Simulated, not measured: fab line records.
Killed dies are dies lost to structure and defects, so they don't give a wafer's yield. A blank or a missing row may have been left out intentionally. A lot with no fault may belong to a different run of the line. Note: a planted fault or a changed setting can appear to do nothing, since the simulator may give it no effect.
Split-lot experiment | flow sky130 | 5 lots, 27 wafers read, on a route of 708 steps

## THE SPLIT ITSELF
At SKY_METAL3_ETCH_16 (etches BARC in N2/H2, stops on SiO2, time 88.2 s, target depth 60 nm), the setting time_s was moved away from the recipe's 88.2 s on 9 of the 27 wafers read, by -49.1% to +33.4%. For the rest of the wafers, this setting stayed at what the recipe calls for.

## FROM THE SPLIT ON TO THE READING: in between, the file shows 1 step
- SKY_METAL3_ETCH_17: etches SiO2 in C4F8/O2/Ar, stops on TiN, time 3.9 s, target depth 15 nm

## THE READING
KrF-thick_of_METAL3_COAT_08.thk_nm (the simulator's own value, which no gauge read), in nm, at SKY_METAL3_METAL_ETCH_18 (etches the open film in Cl2/BCl3, stops on SiO2, target depth 845 nm, time 183.1 s). The file does not state a usual value for it. Across the 18 wafers here that went through the recipe, the average is 527.3 nm and the standard deviation 10 nm.

wafer  | tool, chamber at the split | time_s as run, s | against the recipe | KrF-thick_of_METAL3_COAT_08.thk_nm, nm | against lot-mates on the recipe
L074.1 | rie_metal-02, 1            | 88.2             | recipe             | 518.6                                  | -
L074.2 | rie_metal-02, 0            | 44.91            | -49.1%             | 552.7                                  | +36.6
L074.3 | rie_metal-02, 0            | 44.91            | -49.1%             | 555.9                                  | +39.8
L074.4 | rie_metal-02, 1            | 88.2             | recipe             | 517.3                                  | -
L074.5 | rie_metal-02, 1            | 44.91            | -49.1%             | 555.2                                  | +39.1
L074.6 | rie_metal-02, 0            | 88.2             | recipe             | 512.4                                  | -
L075.1 | rie_metal-03, 0            | 49.17            | -44.3%             | 569.7                                  | +30.0
L075.2 | rie_metal-03, 1            | 88.2             | recipe             | 542.1                                  | -
L075.3 | rie_metal-03, 0            | 49.17            | -44.3%             | 560                                    | +20.3
L075.4 | rie_metal-03, 1            | 88.2             | recipe             | 535.8                                  | -
L075.5 | rie_metal-03, 1            | 88.2             | recipe             | 541.3                                  | -
L075.6 | rie_metal-03, 0            | 49.17            | -44.3%             | 565.5                                  | +25.8
L077.4 | rie_metal-03, 0            | 88.2             | recipe             | 540.5                                  | -
L077.5 | rie_metal-03, 0            | 88.2             | recipe             | 521.8                                  | -
L077.6 | rie_metal-03, 1            | 88.2             | recipe             | 539.7                                  | -
L079.1 | rie_metal-01, 0            | 88.2             | recipe             | 532.6                                  | -
L079.2 | rie_metal-01, 1            | 88.2             | recipe             | 522.4                                  | -
L079.3 | rie_metal-01, 1            | 88.2             | recipe             | 534.6                                  | -
L079.4 | rie_metal-01, 0            | 88.2             | recipe             | 527.1                                  | -
L079.5 | rie_metal-01, 1            | 88.2             | recipe             | 534.5                                  | -
L079.6 | rie_metal-01, 0            | 88.2             | recipe             | 522.7                                  | -
L084.1 | rie_metal-03, 0            | 117.7            | +33.4%             | 501.1                                  | -14.7
L084.2 | rie_metal-03, 1            | 117.7            | +33.4%             | 497.3                                  | -18.5
L084.3 | rie_metal-03, 1            | 88.2             | recipe             | 512.1                                  | -
L084.4 | rie_metal-03, 0            | 117.7            | +33.4%             | 495.7                                  | -20.1
L084.5 | rie_metal-03, 1            | 88.2             | recipe             | 519.2                                  | -
L084.6 | rie_metal-03, 0            | 88.2             | recipe             | 516.1                                  | -

FIT RESULTS
A straight line over all 27 wafers: KrF-thick_of_METAL3_COAT_08.thk_nm changes by -0.738 nm for each +1% of time_s; r = -0.89; the points scatter about the line by 9.5 nm.
The same after taking each lot's own level away (the mean of its wafers on the recipe; 27 wafers): -0.648 nm for each +1%; r = -0.95; scatter 5.4 nm.
Per that fit: largest time_s move, reading shift of 32 nm.
The span of the lots' own levels, 515.80 to 539.73 nm, comes to 2.4 times the standard deviation stated above.
So the slope is not independent of the lot-to-lot level: the two fits are not the same.
Check: +31.9 nm against its lot-mates is what the line predicts for one of the wafers moved furthest among these (-49.1%) when that wafer is left out of the fit. Against them it came out at +36.6 nm.
Tool readings at the split's step, against how far the setting was moved: oes_product_au r = -0.92.

## THE WHOLE CHAIN: every reading that the file lists as answering this split, in the file's order
step                     | what it does                                                                       | reading                                                                             | change (the file's fit)                                                              | r (the file's)
SKY_METAL3_ETCH_16       | etches BARC in N2/H2, stops on SiO2, time 88.2 s, target depth 60 nm               | oes_product_au                                                                      | not straight: 0.868 at the lowest setting, 0.630 at the recipe, 0.614 at the highest | not given
SKY_METAL3_ETCH_16       | etches BARC in N2/H2, stops on SiO2, time 88.2 s, target depth 60 nm               | KrF-thick_of_METAL3_COAT_08.thk_nm (the simulator's own value, which no gauge read) | -0.51 nm for each +1% of the setting                                                 | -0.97
SKY_METAL3_ETCH_16       | etches BARC in N2/H2, stops on SiO2, time 88.2 s, target depth 60 nm               | METAL3.cd_nm (the simulator's own value, which no gauge read)                       | -0.166 nm for each +1% of the setting                                                | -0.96
SKY_METAL3_METAL_ETCH_18 | etches the open film in Cl2/BCl3, stops on SiO2, target depth 845 nm, time 183.1 s | KrF-thick_of_METAL3_COAT_08.thk_nm (the simulator's own value, which no gauge read) | -0.657 nm for each +1% of the setting                                                | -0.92
SKY_METAL3_STRIP_19      | strips in O2/N2                                                                    | strip_time_to_endpoint_s                                                            | withheld for each +1% of the setting                                                 | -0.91

## THE FILE'S OWN FIT
KrF-thick_of_METAL3_COAT_08.thk_nm changes by -0.657 nm for each +1% of time_s, r = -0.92.
